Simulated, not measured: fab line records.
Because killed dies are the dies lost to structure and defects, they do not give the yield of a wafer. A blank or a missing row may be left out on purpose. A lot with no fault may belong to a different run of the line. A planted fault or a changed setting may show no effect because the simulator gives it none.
Comparing a struck lot with a sound one ; flow sky130 ; 36 steps out of a route of 708
Sound: these wafers, L838.2, L838.3, L838.4. Struck: wafer L847.6; the same lot's L847.5 was not struck, so it is left out; see the end for the cause.
Per side, at each step with rows, come the tool, then ch with its chambers, and then its first start. Under that, the readings that differ: sound wafers ; struck wafers ; difference of the means ; sigmas: that difference in standard deviations of wafers without a fault.
alike: words and numbers the same on both sides, and readings whose means are apart by under 2 such deviations; not compared: readings that were withheld, readings missing a value for some wafer, numbers with overlapping values and no deviation given by the record, and bounds like >300 which may hide the same value.
Wherever a step has rows on one side only, a row that says differs or no value, or a row with sigmas, the two part there. When numbers do not overlap yet have no deviation, they are printed without sigmas and do not part them. A reading missing from all wafers of one side parts the sides only when that side holds two or more wafers.

first, 1 step without rows for these wafers: SKY_METAL2_DEVELOP_14 (develop time 60 s).
SKY_METAL2_CD_MEAS_15: target cd 140 nm.
  struck on cdSem-01, day 38 16:26; sound on cdSem-01, day 35 15:31
  alike: cdNm
SKY_METAL2_OVL_MEAS_16:
  struck on overlay-02, day 38 16:29; sound on overlay-01, day 35 15:37
  alike: METAL2_OVL
SKY_METAL2_DESCUM_17: chemistry O2, time 8 s.
  sound on rieMetal-01 ch 0,1, day 35 15:39; struck on rieMetal-04 ch 1, day 38 16:31
  alike: drypumpMotorCurrentA, heBacksideLeakSccm, oesProductAu
  not compared: rfHoursCounterH
SKY_METAL2_ETCH_18: etches BARC in N2/H2, stops on SiO2, time 45.9 s, target depth 60 nm.
  sound on rieMetal-01 ch 0,1, day 35 15:41; struck on rieMetal-04 ch 1, day 38 16:35
  alike: drypumpMotorCurrentA, heBacksideLeakSccm, oesProductAu, throttleValvePct
  not compared: rfHoursCounterH
then, 1 step without rows for these wafers: SKY_METAL2_METAL_ETCH_19 (etches the open film in Cl2/BCl3, stops on SiO2, target depth 360 nm, time 78 s).
SKY_METAL2_STRIP_20: strips in O2/N2.
  sound on plasmaAsher-04 ch 0,1, day 35 15:50; struck on plasmaAsher-04 ch 1, day 38 16:45
reading;sound;struck;difference;sigmas
oesProductAu (a.u.);0.347 0.343 0.341;0.333;-0.011;-2
  alike: drypumpMotorCurrentA, stripTimeToEndpointS
  not compared: rfHoursCounterH
then, 4 steps without rows for these wafers: SKY_METAL2_STRIP_21 (strips in post etch residue remover, time 1200 s); SKY_METAL2_CLEAN_22 (cleans in IPA, time 180 s); SKY_METAL2_CLEAN_23 (cleans in O3/DIW); SKY_VIA2_HDPCVD_00 (deposits SiO2, target thk 1180 nm, time 196.7 s).
SKY_VIA2_THK_MEAS_01:
  struck on filmMetro-04, day 38 17:27; sound on filmMetro-01, day 35 16:38
reading;sound;struck;difference;sigmas
VIA2_HDPCVD_THK (nm);1165 1149 1162;1186;+27;+2
SKY_VIA2_CMP_02: polishes SiO2.
  sound on cmp-02 ch 0,1,2, day 35 16:44; struck on cmp-01 ch 0, day 38 17:40
reading;sound;struck;difference;sigmas
model.SiO2_of_VIA2_HDPCVD_00.thkNm (nm);495.2 496.2 495.8;617.2;+121.5;
  alike: headPressurePsi, motorCurrentA, platenRpm
SKY_VIA2_BOW_MEAS_03:
  struck on filmMetro-04, day 38 17:51; sound on filmMetro-02, day 35 17:00
  alike: VIA2_BOW
then, 8 steps without rows for these wafers: SKY_VIA2_DEHYDRATE_04 (time 60 s); SKY_VIA2_HMDS_05 (prime time 60 s); SKY_VIA2_COAT_06 (resist thk 60 nm); SKY_VIA2_COAT_07 (resist thk 450 nm); SKY_VIA2_SOFTBAKE_08 (time 90 s); SKY_VIA2_EXPOSE_09 (exposes mask VIM2, target cd 200 nm); SKY_VIA2_PEB_10; SKY_VIA2_DEVELOP_11 (develop time 60 s).
SKY_VIA2_CD_MEAS_12: target cd 200 nm.
  struck on cdSem-01, day 39 18:39; sound on cdSem-01, day 36 19:20
  alike: cdNm
SKY_VIA2_OVL_MEAS_13:
  struck on overlay-01, day 39 18:43; sound on overlay-02, day 36 19:26
  alike: VIA2_OVL
SKY_VIA2_ETCH_14: etches BARC in N2/H2, stops on SiO2, time 45.9 s, target depth 60 nm.
  sound on rieDiel-01 ch 2,3, day 36 19:28; struck on rieDiel-01 ch 1, day 39 18:45
  alike: drypumpMotorCurrentA, oesProductAu, throttleValvePct
  not compared: rfHoursCounterH
SKY_VIA2_ETCH_15: etches SiO2 in C4F8/O2/Ar, stops on TiN, target depth 546 nm, time 84 s.
  sound on rieDiel-01 ch 2,3, day 36 19:31; struck on rieDiel-01 ch 1, day 39 18:48
reading;sound;struck;difference;sigmas
oesProductAu (a.u.);0.938 0.934 0.944;1.006;+0.067;+14
model.VIA2.featureDepthNm (nm);495.2 496.2 495.8;547.2;+51.5;
model.etch.depthNm (nm);495.2 496.2 495.8;547.2;+51.5;
  not compared: rfHoursCounterH
then, 4 steps without rows for these wafers: SKY_VIA2_STRIP_16 (strips in O2/N2); SKY_VIA2_STRIP_17 (strips in post etch residue remover, time 1200 s); SKY_VIA2_CLEAN_18 (cleans in IPA, time 180 s); SKY_VIA2_CLEAN_19 (cleans in O3/DIW).
SKY_VIA2_SPUTTER_20: material TiN, target thk 20 nm, time 80 s.
  struck on pvdSputter-04, day 39 19:28; sound on pvdSputter-03, day 36 20:10
  alike: throttleValvePct
then, 1 step without rows for these wafers: SKY_VIA2_CVD_21 (deposits W, target thk 420 nm, time 126.4 s).
SKY_VIA2_CMP_24: polishes, stops on SiO2, t overpolish 20 s, target thk 0 nm.
  sound on cmp-01 ch 0,2,3, day 36 20:32; struck on cmp-02 ch 1, day 39 20:01
reading;sound;struck;difference;sigmas
model.SiO2_of_VIA2_HDPCVD_00.thkNm (nm);490.8 491.8 491.4;612.8;+121.5;
  alike: headPressurePsi, motorCurrentA, platenRpm
SKY_METAL3_SPUTTER_00: material Ti, target thk 15 nm, time 10 s.
  the record holds rows for the sound wafers here (pvdSputter-03, day 36 20:50) but none for the struck ones
SKY_METAL3_SPUTTER_01: material TiN, target thk 20 nm, time 16.7 s.
  the record holds rows for the sound wafers here (pvdSputter-03, day 36 20:52) but none for the struck ones
-- the record jumps here: 9 days lie between the struck wafers' starts before and after (it left off in module METAL3 and takes up again in module PAD_OPEN, whose first step shown is number 708 of the route) --
SKY_PAD_OPEN_PROBE_99:
  struck on prober-01, day 48 12:44; sound on prober-01, day 46 03:52
reading;sound;struck;difference;sigmas
model.etest.sonosBaked.open;0 0 0;1;+1;
model.etest.diodeDnwellSub.underFloor;0 0 0;1;+1;
model.etest.capThickOxide.underFloor;0 0 0;1;+1;
model.etest.pfet_01v8_mvt.underFloor;0 0 0;1;+1;
model.etest.diodePdiffNwellHv.underFloor;0 0 0;1;+1;
model.etest.pfet_01v8.open;0 0 0;1;+1;
model.etest.capThickOxide.open;0 0 0;1;+1;
model.etest.resLi.open;0 0 0;1;+1;

== WHERE THEY PART ==
Last at SKY_METAL3_SPUTTER_01 as far as this record goes, first at SKY_METAL2_STRIP_20.

WHY: the cause the simulator had injected
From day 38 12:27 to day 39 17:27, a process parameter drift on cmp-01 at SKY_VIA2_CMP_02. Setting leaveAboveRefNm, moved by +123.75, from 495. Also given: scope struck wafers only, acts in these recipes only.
